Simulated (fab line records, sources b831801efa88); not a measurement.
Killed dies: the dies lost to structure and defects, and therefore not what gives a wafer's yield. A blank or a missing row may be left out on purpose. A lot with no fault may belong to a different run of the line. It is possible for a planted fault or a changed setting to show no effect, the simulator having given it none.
Problem report, 8D (eight disciplines) form, completed by code ; flow gf180mcu ; the parts of the form that need people (team, actions taken, sign-off) are left out

== 1. WHAT IS WRONG ==
Wafers without a fault read 280.1 nm, standard deviation 1.2; cdNm at GF_POLY_GATE_CD_MEAS_10 reads a mean of 285.7 nm on 3 wafers belonging to 2 lots. That is +4.7 standard deviations from the usual mean.
The step: target cd 280 nm.
Seen first at day 12 01:43 on cdSem-02, wafer L494.3. The record has a number at this step for 39 wafers belonging to 13 lots. The rule behind "out" and "out of limits": a value lying over 4 standard deviations away from the usual mean. The other wafers with a number count as sound.

== 2. WHAT IT IS, AND WHAT IT ISN'T ==
question;is;is not
which readings at this step;cdNm;-
which lots;L494, L497;L485, L486, L487, L488, L489, L490, L496, L498, L501, L502, L506
which wafers of those lots;L494.3, L494.4, L497.6;L494.1, L497.2, L497.5
read on which gauges;cdSem-02;cdSem-01
when;from day 12 01:43;"up to then (19 sound wafers); but 17 sound wafers of L496, L497, L498, L501, L502, L506 came after"

== 3. SUSPECTS, AND WHAT RULES EACH OUT ==
Counting: a tool at a process step up to the reading stays a suspect if it ran every lot that is out. Sound lots after the first of them don't rule it out here, since some wafers of a struck lot are sound.
- ruled out: the gauge at GF_POLY_GATE_CD_MEAS_10. All the wafers that are out were read on cdSem-02, but those of them that GF_POLY_GATE_PEB_08 has rows for are out there too, on other tools.
- lithoTrack-04 at GF_POLY_GATE_PEB_08 (peb time 90 s): kept. It processed each lot that is out (first: L494, day 12 01:22); up to then, its last sound lot is L489 (day 10 18:27). Its own readings are out on those wafers: heaterPowerTotalW.
After counting, what remains is lithoTrack-04 at GF_POLY_GATE_PEB_08.

== 4. THE CAUSE (what the simulator had put in) ==
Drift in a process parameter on lithoTrack-04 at GF_POLY_GATE_PEB_08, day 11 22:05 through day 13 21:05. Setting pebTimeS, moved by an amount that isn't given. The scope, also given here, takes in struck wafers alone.
Only this tool survived the counting.

== 5. THE EFFECT CHAIN, in route order ==
Rows list readings where the struck wafers' mean (over those with a number) sits beyond 3 standard deviations from the usual. Readings are gone through only where the record gives a usual standard deviation; hours: the median, over the lots, of the time from a lot's start at the first step in this table giving one to that lot's start at this step; sigmas: the change measured in usual standard deviations.
hours;step;reading;usual;on struck wafers;change;sigmas
0;GF_POLY_GATE_PEB_08;heaterPowerTotalW;85.68 W;92.49;+6.81;+81
0;GF_POLY_GATE_CD_MEAS_10;cdNm;280.1 nm;285.7;+5.6;+4.7
It contains these process steps:
- GF_POLY_GATE_PEB_08: peb time 90 s.

== 6. HOW IT WOULD HAVE BEEN CAUGHT EARLIER ==
In this record the first reading out of limits at a measuring or inspecting step was taken at day 12 01:43, 4 hours after the fault began at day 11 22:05.
At GF_POLY_GATE_PEB_08, the tool's own readings (heaterPowerTotalW) were out on each struck wafer the step has a row for, so an alarm limit on them would have fired on the first such wafer.
Among the 2 lots that are out, L497 began GF_POLY_GATE_PEB_08 on lithoTrack-04 after day 12 01:43. Had the tool been put on hold then, it would have been spared.
